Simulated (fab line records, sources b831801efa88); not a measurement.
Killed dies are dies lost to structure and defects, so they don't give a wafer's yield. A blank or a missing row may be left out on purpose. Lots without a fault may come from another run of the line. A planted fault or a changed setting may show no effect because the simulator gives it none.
fab line records | flow sky130
record lots=6 wafers=18 last_day=49
route steps=708 shown VIA2@527 METAL3@532 CAPM@537 PAD_OPEN@708
lots that met no fault: from a run of the same line without faults
start_h: hours from the record's first day to the start of the lot's first wafer shown | wait_h: hours since the lot's step before | " the same as in the row above | L1.1+2: a row that stands for several wafers | - no value, or no start given | * or withheld: withheld | < > ~ a bound
route shown NAME@n: a module of which the file shows steps, and the number in the route of the first | usual: mean/standard deviation of fault-free wafers | same: alike in all rows | chamber/n: place in a boat | sites: the reading at each site | _std_site: their standard deviation | _edge_site: outer sites' mean less inner sites' | radius_mm: how far each site lies from the wafer's centre | mask NAME#n: copy n | behind: the tool/chamber that last shaped the wafer | hold: why the lot was held/for how many hours/how that ended | device: the transistor (n, p or np) that didn't switch | end of line: the same wafers' tests at the end of the route | a step without rows: its recipe alone | killed: dies lost to structure and defects at the first sort, not the wafer's yield | map: a wafer's dies, x killed, . not, _ none there
set.NAME: the setting as run; set.NAME@STEP: as run at that earlier step | model.NAME: the simulator's own value behind a step, which no gauge read
lots at some steps of the route; a table a step, a row a wafer
services: from which hour (start_h, from the record's first day; less than 0 if before it) a tool's chamber was out of use, for how many hours, and why
## steps
# step SKY_VIA2_SPUTTER_20
# recipe material=TiN target_thk_nm=20 chamber_pressure_pa=5 power_w=4000 time_s=80
# usual throttle_valve_pct=30.2/0.72
# columns lot.wafer tool chamber start_h wait_h throttle_valve_pct
L152.2 pvd_sputter-02 - 850.13 0.0 29.0
L152.3 " - " " 28.8
L152.5 " - " " 28.8
L154.2 pvd_sputter-04 - 872.98 0.0 30.1
L154.3 " - " " 31.6
L154.4 " - " " 31.1
L160.1 pvd_sputter-03 - 923.41 0.0 30.5
L160.2 " - " " 29.9
L160.6 " - " " 30.9
L162.2 pvd_sputter-03 - 933.06 0.0 30.5
L162.3 " - " " 30.1
L162.5 " - " " 30.0
L170.2 pvd_sputter-02 - 989.50 0.0 30.7
L170.3 " - " " 28.9
L170.6 " - " " 28.9
L172.1 pvd_sputter-03 - 992.88 0.0 30.5
L172.3 " - " " 30.1
L172.6 " - " " 29.8
# step SKY_VIA2_CVD_21
# recipe material=W target_thk_nm=420 time_s=126.4 temp_c=400 pressure_torr=40
# usual heater_power_w=881/27
# columns lot.wafer tool chamber start_h wait_h heater_power_w
L152.2 cvd_w-01 0 850.19 0.0 911
L152.3 " 1 " " 937
L152.5 " 1 " " 946
L154.2 cvd_w-02 0 873.04 0.0 867
L154.3 " 1 " " 877
L154.4 " 0 " " 855
L160.1 cvd_w-01 1 923.47 0.0 886
L160.2 " 0 " " 838
L160.6 " 1 " " 893
L162.2 cvd_w-02 0 933.12 0.0 856
L162.3 " 0 " " 882
L162.5 " 1 " " 877
L170.2 cvd_w-01 0 989.56 0.0 849
L170.3 " 1 " " 904
L170.6 " 0 " " 847
L172.1 cvd_w-01 0 992.95 0.0 835
L172.3 " 1 " " 895
L172.6 " 1 " " 893
# step SKY_VIA2_RS_MEAS_22
# recipe thk_meas_gauge=four-point-probe reads=W_of_VIA2_CVD_21+TiN_of_VIA2_SPUTTER_20
# usual VIA2_W_RS=0.2714/0.0029
# columns lot.wafer tool chamber start_h wait_h VIA2_W_RS[ohm/sq]
L152.2 film_metro-03 - 850.34 0.1 0.2709
L152.3 " - " " 0.2750
L152.5 " - " " 0.2728
L154.2 film_metro-02 - 873.19 0.1 0.2671
L154.3 " - " " 0.2715
L154.4 " - " " 0.2682
L160.1 film_metro-01 - 923.60 0.1 0.2731
L160.2 " - " " 0.2697
L160.6 " - " " 0.2721
L162.2 film_metro-03 - 933.27 0.1 0.2747
L162.3 " - " " 0.2732
L162.5 " - " " 0.2710
L170.2 film_metro-03 - 989.71 0.1 0.2678
L170.3 " - " " 0.2688
L170.6 " - " " 0.2665
L172.1 film_metro-01 - 993.08 0.1 0.2693
L172.3 " - " " 0.2706
L172.6 " - " " 0.2730
# step SKY_VIA2_THK_MEAS_23
# recipe thk_meas_gauge=xrf reads=W_of_VIA2_CVD_21
# usual VIA2_W_THK=424/5.9
# columns lot.wafer tool chamber start_h wait_h VIA2_W_THK[nm]
L152.2 film_metro-03 - 850.45 0.1 419
L152.3 " - " " 412
L152.5 " - " " 417
L154.2 film_metro-02 - 873.30 0.1 434
L154.3 " - " " 433
L154.4 " - " " 436
L160.1 film_metro-01 - 923.72 0.1 422
L160.2 " - " " 427
L160.6 " - " " 424
L162.2 film_metro-03 - 933.38 0.1 419
L162.3 " - " " 419
L162.5 " - " " 424
L170.2 film_metro-03 - 989.82 0.1 430
L170.3 " - " " 424
L170.6 " - " " 432
L172.1 film_metro-01 - 993.20 0.1 426
L172.3 " - " " 424
L172.6 " - " " 424
# step SKY_VIA2_CMP_24
# recipe stop_on=SiO2 t_overpolish_s=20 down_force_psi=3.5 platen_rpm=60 target_thk_nm=0 pad_velocity_m_s=0.94248
# step SKY_METAL3_SPUTTER_00
# recipe material=Ti target_thk_nm=15 power_w=3000 time_s=10 chamber_pressure_pa=0.4
# step SKY_METAL3_SPUTTER_01
# recipe material=TiN target_thk_nm=20 power_w=6500 time_s=16.7 chamber_pressure_pa=0.4
# step SKY_METAL3_SPUTTER_02
# recipe material=AlCu target_thk_nm=735 power_w=10600 time_s=39.1 chamber_pressure_pa=0.4
# usual throttle_valve_pct=30.2/0.98
# columns lot.wafer tool chamber start_h wait_h throttle_valve_pct
L152.2 pvd_sputter-01 - 850.85 0.0 30.8
L152.3 " - " " 31.7
L152.5 " - " " 31.2
L154.2 pvd_sputter-02 - 873.70 0.0 28.7
L154.3 " - " " 28.6
L154.4 " - " " 30.9
L160.1 pvd_sputter-04 - 924.13 0.0 30.5
L160.2 " - " " 29.8
L160.6 " - " " 31.5
L162.2 pvd_sputter-02 - 933.78 0.0 31.1
L162.3 " - " " 28.9
L162.5 " - " " 30.3
L170.2 pvd_sputter-01 - 990.22 0.0 30.3
L170.3 " - " " 31.0
L170.6 " - " " 31.2
L172.1 pvd_sputter-01 - 993.60 0.0 28.5
L172.3 " - " " 30.8
L172.6 " - " " 30.6
# step SKY_METAL3_SPUTTER_03
# recipe material=Ti target_thk_nm=5 power_w=3000 time_s=3.3 chamber_pressure_pa=0.4
# usual throttle_valve_pct=30.2/1
# columns lot.wafer tool chamber start_h wait_h throttle_valve_pct
L152.2 pvd_sputter-01 - 850.89 0.0 30.8
L152.3 " - " " 31.6
L152.5 " - " " 30.9
L154.2 pvd_sputter-02 - 873.74 0.0 28.9
L154.3 " - " " 28.8
L154.4 " - " " 30.3
L160.1 pvd_sputter-04 - 924.17 0.0 30.3
L160.2 " - " " 29.9
L160.6 " - " " 31.2
L162.2 pvd_sputter-02 - 933.82 0.0 30.8
L162.3 " - " " 28.9
L162.5 " - " " 30.7
L170.2 pvd_sputter-01 - 990.26 0.0 30.2
L170.3 " - " " 30.8
L170.6 " - " " 31.1
L172.1 pvd_sputter-01 - 993.64 0.0 28.7
L172.3 " - " " 30.9
L172.6 " - " " 30.1
# step SKY_METAL3_SPUTTER_04
# recipe material=TiN target_thk_nm=70 power_w=6500 time_s=58.3 chamber_pressure_pa=0.4
# usual throttle_valve_pct=30.2/1
# columns lot.wafer tool chamber start_h wait_h throttle_valve_pct
L152.2 pvd_sputter-01 - 850.91 0.0 30.9
L152.3 " - " " 31.8
L152.5 " - " " 31.1
L154.2 pvd_sputter-02 - 873.76 0.0 28.8
L154.3 " - " " 28.8
L154.4 " - " " 30.7
L160.1 pvd_sputter-04 - 924.19 0.0 30.1
L160.2 " - " " 29.9
L160.6 " - " " 31.1
L162.2 pvd_sputter-02 - 933.84 0.0 31.0
L162.3 " - " " 28.8
L162.5 " - " " 31.0
L170.2 pvd_sputter-01 - 990.28 0.0 30.4
L170.3 " - " " 30.8
L170.6 " - " " 30.9
L172.1 pvd_sputter-01 - 993.66 0.0 28.8
L172.3 " - " " 30.9
L172.6 " - " " 30.3
# step SKY_CAPM_CVD_00
# recipe material=SiO2 target_thk_nm=15.5 temp_c=400 time_s=withheld rf_w=450
# step SKY_CAPM_THK_MEAS_01
# recipe reads=SiO2_of_CAPM_CVD_00
# usual CAPM_CVD_00_THK=15.47/0.23
# columns lot.wafer tool chamber start_h wait_h CAPM_CVD_00_THK[nm]
L152.2 film_metro-03 - 850.99 - 15.47
L152.3 " - " " 15.34
L152.5 " - " " 15.62
L154.2 film_metro-04 - 873.84 - 15.41
L154.3 " - " " 15.20
L154.4 " - " " 15.20
L160.1 film_metro-04 - 924.26 - 15.62
L160.2 " - " " 15.36
L160.6 " - " " 15.60
L162.2 film_metro-03 - 933.92 - 15.17
L162.3 " - " " 15.76
L162.5 " - " " 15.58
L170.2 film_metro-04 - 990.36 - 15.24
L170.3 " - " " 15.15
L170.6 " - " " 15.57
L172.1 film_metro-03 - 993.73 - 15.34
L172.3 " - " " 15.32
L172.6 " - " " 15.54
# step SKY_CAPM_SPUTTER_02
# recipe material=TiN target_thk_nm=200 temp_c=300 power_w=6500 time_s=166.7 chamber_pressure_pa=0.4
# usual throttle_valve_pct=30.0/0.91
# columns lot.wafer tool chamber start_h wait_h throttle_valve_pct model.TiN_of_CAPM_SPUTTER_02.thk_nm
L152.2 pvd_sputter-03 - 851.04 0.0 29.9 199.3
L152.3 " - " " 29.9 197.6
L152.5 " - " " 29.8 199.2
L154.2 pvd_sputter-01 - 873.89 0.0 31.0 196
L154.3 " - " " 28.6 201.6
L154.4 " - " " 30.2 200.3
L160.1 pvd_sputter-01 - 924.32 0.1 28.5 124.9
L160.2 " - " " 31.6 121.1
L160.6 " - " " 31.6 122.1
L162.2 pvd_sputter-01 - 933.97 0.0 30.7 125.2
L162.3 " - " " 28.8 128.1
L162.5 " - " " 31.1 123.5
L170.2 pvd_sputter-03 - 990.41 0.0 29.9 200
L170.3 " - " " 30.5 203.7
L170.6 " - " " 30.4 200.8
L172.1 pvd_sputter-02 - 993.79 0.1 29.1 196.5
L172.3 " - " " 28.6 198.9
L172.6 " - " " 30.5 199.6
# step SKY_CAPM_RS_MEAS_03
# recipe thk_meas_gauge=four-point-probe reads=TiN_of_CAPM_SPUTTER_02
# usual CAPM_TIN_RS=6.87/0.086
# columns lot.wafer tool chamber start_h wait_h hold CAPM_TIN_RS[ohm/sq]
L152.2 film_metro-02 - 851.17 0.1 - 6.94
L152.3 " - " " - 6.99
L152.5 " - " " - 6.95
L154.2 film_metro-03 - 874.02 0.1 - 7.05
L154.3 " - " " - 6.84
L154.4 " - " " - 6.89
L160.1 film_metro-02 - 924.43 0.1 await_dispo/0.2h/release 11.21
L160.2 " - " " await_dispo/0.2h/release 11.57
L160.6 " - " " await_dispo/0.2h/release 11.51
L160.1 film_metro-02 - 924.82 0.4 - 11.23
L160.2 " - " " - 11.60
L160.6 " - " " - 11.50
L162.2 film_metro-02 - 934.10 0.1 await_dispo/0.2h/release 11.21
L162.3 " - " " await_dispo/0.2h/release 10.93
L162.5 " - " " await_dispo/0.2h/release 11.38
L162.2 film_metro-02 - 934.44 0.3 - 11.20
L162.3 " - " " - 10.93
L162.5 " - " " - 11.36
L170.2 film_metro-02 - 990.54 0.1 - 6.92
L170.3 " - " " - 6.78
L170.6 " - " " - 6.87
L172.1 film_metro-04 - 993.90 0.1 - 7.04
L172.3 " - " " - 6.94
L172.6 " - " " - 6.91
# step SKY_PAD_OPEN_PROBE_99
# usual defect_limited_yield=82.4/1.9 killed_at_M0_to_M3=44/7.2 killed_at_M4_up=3.1/1.8 killed_at_contacts=25/5.2 killed_at_front_end=15/3.9 killed_at_other=0.2/0.5 killed_dies=86/9.5 killed_open=47/7.3 killed_short=40/6 sort_bin_3_pad_short=0.8/0.44 sort_bin_5_function=10.4/1.5 sort_bin_6_memory=6.3/1.1 sort_n_pass=406/9.5 sort_yield_pct=82.4/1.9
# same gross_dies=492 killed_at_back_side=0 sort_bin_4_leakage[%]=0 sort_bin_8_speed[%]=0
# columns lot.wafer tool chamber start_h wait_h defect_limited_yield[%] killed_at_M0_to_M3 killed_at_M4_up killed_at_contacts killed_at_front_end killed_at_other killed_dies killed_open killed_short sort_bin_3_pad_short[%] sort_bin_5_function[%] sort_bin_6_memory[%] sort_n_pass sort_yield_pct[%]
L152.2 prober-02 - 1075.77 0.1 87.0 35 1 13 15 0 64 37 27 0.4 7.7 4.9 428 87.0
L152.3 prober-02 - 1075.82 0.2 83.1 43 5 22 13 0 83 40 43 1.2 10.0 5.7 409 83.1
L152.5 prober-02 - 1075.92 0.2 80.9 53 2 24 14 1 94 51 43 1.0 10.8 7.3 398 80.9
L154.2 prober-02 - 1096.57 0.1 81.3 49 0 26 17 0 92 51 41 0.4 11.4 6.9 400 81.3
L154.3 prober-02 - 1096.62 0.2 81.9 45 5 19 20 0 89 54 35 1.0 10.6 6.5 403 81.9
L154.4 prober-02 - 1096.67 0.2 83.5 41 1 26 13 0 81 43 38 0.4 10.0 6.1 411 83.5
L170.2 prober-02 - 1182.46 0.1 84.3 33 3 32 9 0 77 34 43 0.4 11.2 4.1 415 84.3
L170.3 prober-02 - 1182.51 0.2 84.8 35 5 25 10 0 75 41 34 0.8 8.9 5.5 417 84.8
L170.6 prober-02 - 1182.66 0.2 83.5 45 2 23 11 0 81 52 29 1.0 8.5 6.9 411 83.5
L172.1 prober-01 - 1184.06 0.1 82.9 52 1 16 15 0 84 49 35 1.0 11.0 5.1 408 82.9
L172.3 prober-01 - 1184.16 0.2 83.1 42 2 26 13 0 83 51 32 1.0 10.6 5.3 409 83.1
L172.6 prober-01 - 1184.31 0.2 80.3 48 2 31 16 0 97 49 48 1.2 10.8 7.7 395 80.3
# killed by level:class
L152.2 VIA1:geometric_particle:open=8 FIELD_ISO:geometric_particle:open=6 POLY_GATE:geometric_particle:open=5 CONTACT:geometric_particle:open=5 METAL2:geometric_particle:short=5 VIA3:geometric_particle:open=5 CONTACT:geometric_particle:short=4 VIA3:geometric_particle:short=4
L152.3 LI_CONTACT:geometric_particle:open=10 VIA1:geometric_particle:open=9 METAL3:geometric_particle:short=7 LOCAL_INTERCONNECT:geometric_particle:short=6 METAL2:geometric_particle:short=6 VIA3:geometric_particle:open=5 FIELD_ISO:geometric_particle:short=4 POLY_GATE:geometric_particle:open=4
L152.5 CONTACT:geometric_particle:open=9 VIA2:geometric_particle:open=9 VIA1:geometric_particle:open=9 LOCAL_INTERCONNECT:geometric_particle:short=6 METAL1:geometric_particle:short=6 VIA3:geometric_particle:open=6 VIA1:geometric_particle:short=5 METAL2:geometric_particle:open=5
L154.2 VIA1:geometric_particle:open=11 VIA3:geometric_particle:open=9 VIA2:geometric_particle:open=8 CONTACT:geometric_particle:open=7 METAL1:geometric_particle:short=7 LOCAL_INTERCONNECT:geometric_particle:short=6 VIA1:geometric_particle:short=6 LI_CONTACT:geometric_particle:open=5
L154.3 VIA1:geometric_particle:open=11 CONTACT:geometric_particle:open=9 FIELD_ISO:geometric_particle:short=8 LI_CONTACT:geometric_particle:open=8 VIA2:geometric_particle:open=7 VIA1:geometric_particle:short=6 METAL1:geometric_particle:short=5 VIA3:geometric_particle:short=5
L154.4 CONTACT:geometric_particle:open=9 METAL1:geometric_particle:short=9 VIA1:geometric_particle:open=9 POLY_GATE:geometric_particle:open=5 LI_CONTACT:geometric_particle:open=5 LOCAL_INTERCONNECT:geometric_particle:short=5 VIA1:geometric_particle:short=5 LI_CONTACT:geometric_particle:short=4
L170.2 CONTACT:geometric_particle:short=9 VIA1:geometric_particle:open=9 CONTACT:geometric_particle:open=8 LOCAL_INTERCONNECT:geometric_particle:short=6 VIA2:geometric_particle:open=5 METAL1:geometric_particle:short=5 FIELD_ISO:geometric_particle:short=4 LI_CONTACT:geometric_particle:short=4
L170.3 CONTACT:geometric_particle:open=9 VIA1:geometric_particle:open=8 VIA2:geometric_particle:open=7 LOCAL_INTERCONNECT:geometric_particle:short=5 METAL4:geometric_particle:short=5 LI_CONTACT:geometric_particle:short=4 VIA1:geometric_particle:short=4 VIA2:geometric_particle:short=4
L170.6 VIA3:geometric_particle:open=10 CONTACT:geometric_particle:open=9 VIA1:geometric_particle:open=9 VIA2:geometric_particle:open=7 FIELD_ISO:geometric_particle:open=6 LI_CONTACT:geometric_particle:open=5 VIA2:geometric_particle:short=5 METAL2:geometric_particle:short=5
L172.1 VIA3:geometric_particle:open=10 METAL2:geometric_particle:short=9 VIA1:geometric_particle:open=9 VIA1:geometric_particle:short=7 VIA2:geometric_particle:open=6 CONTACT:geometric_particle:open=6 SPACER:geometric_particle:open=4 LI_CONTACT:geometric_particle:open=4
L172.3 VIA1:geometric_particle:open=12 LI_CONTACT:geometric_particle:open=9 CONTACT:geometric_particle:open=8 VIA3:geometric_particle:open=7 VIA1:geometric_particle:short=6 METAL2:geometric_particle:short=6 LOCAL_INTERCONNECT:geometric_particle:short=4 CONTACT:geometric_particle:short=4
L172.6 LI_CONTACT:geometric_particle:open=10 VIA1:geometric_particle:open=10 VIA3:geometric_particle:open=9 LOCAL_INTERCONNECT:geometric_particle:short=8 CONTACT:geometric_particle:open=7 METAL1:geometric_particle:short=6 FIELD_ISO:geometric_particle:short=5 POLY_GATE:geometric_particle:short=5
## services
# columns tool chamber start_h hours kind
cvd_w-01 - 828.93 0.9 repair
pvd_sputter-03 3 832.59 - consumable_replace:kit
pvd_sputter-03 3 832.59 18.0 scheduled_down
pvd_sputter-03 3 832.59 18.0 vent_cycle
cvd_w-02 1 844.92 16.4 repair
pvd_sputter-02 1 873.81 - consumable_replace:kit
pvd_sputter-02 1 873.81 18.0 scheduled_down
pvd_sputter-02 1 873.81 18.0 vent_cycle
pvd_sputter-04 0 886.14 - consumable_replace:kit
pvd_sputter-04 0 886.14 18.0 scheduled_down
pvd_sputter-04 0 886.14 18.0 vent_cycle
cvd_w-01 - 904.00 14.0 pm
cvd_w-01 0 904.00 14.0 vent_cycle
pvd_sputter-04 - 904.86 0.8 repair
pvd_sputter-01 3 934.08 - consumable_replace:kit
pvd_sputter-01 3 934.08 18.0 scheduled_down
pvd_sputter-01 3 934.08 18.0 vent_cycle
pvd_sputter-02 - 939.27 0.7 repair
pvd_sputter-01 - 944.39 1.8 repair
pvd_sputter-04 - 959.22 0.5 repair
cvd_w-02 0 963.70 3.2 repair
pvd_sputter-03 - 980.56 1.7 repair
pvd_sputter-03 - 981.29 2.4 repair
cvd_w-01 - 987.61 1.8 repair
## key
first_sign step=SKY_CAPM_RS_MEAS_03 reading=visit direction=added
effect step=SKY_CAPM_RS_MEAS_03 reading=CAPM_TIN_RS direction=up sigmas=52 usual=6.87 struck=11.30
model_effect step=SKY_CAPM_SPUTTER_02 value=TiN_of_CAPM_SPUTTER_02.thk_nm without=201.7 struck=124.2
met_at SKY_CAPM_SPUTTER_02
struck_wafers L160.1,L160.2,L160.6,L162.2,L162.3,L162.5
scrapped_behind SKY_CAPM_RS_MEAS_03 L160.1,L160.2,L160.6,L162.2,L162.3,L162.5
onset_between 873.89 924.32
fault kind=process_parameter_drift tool=pvd_sputter-01 chamber=- onset_h=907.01 steps=SKY_CAPM_SPUTTER_02 channel=target_thk_nm offset=-77.548 shape=step end_h=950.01 acts_in=these_recipes_only stated=200
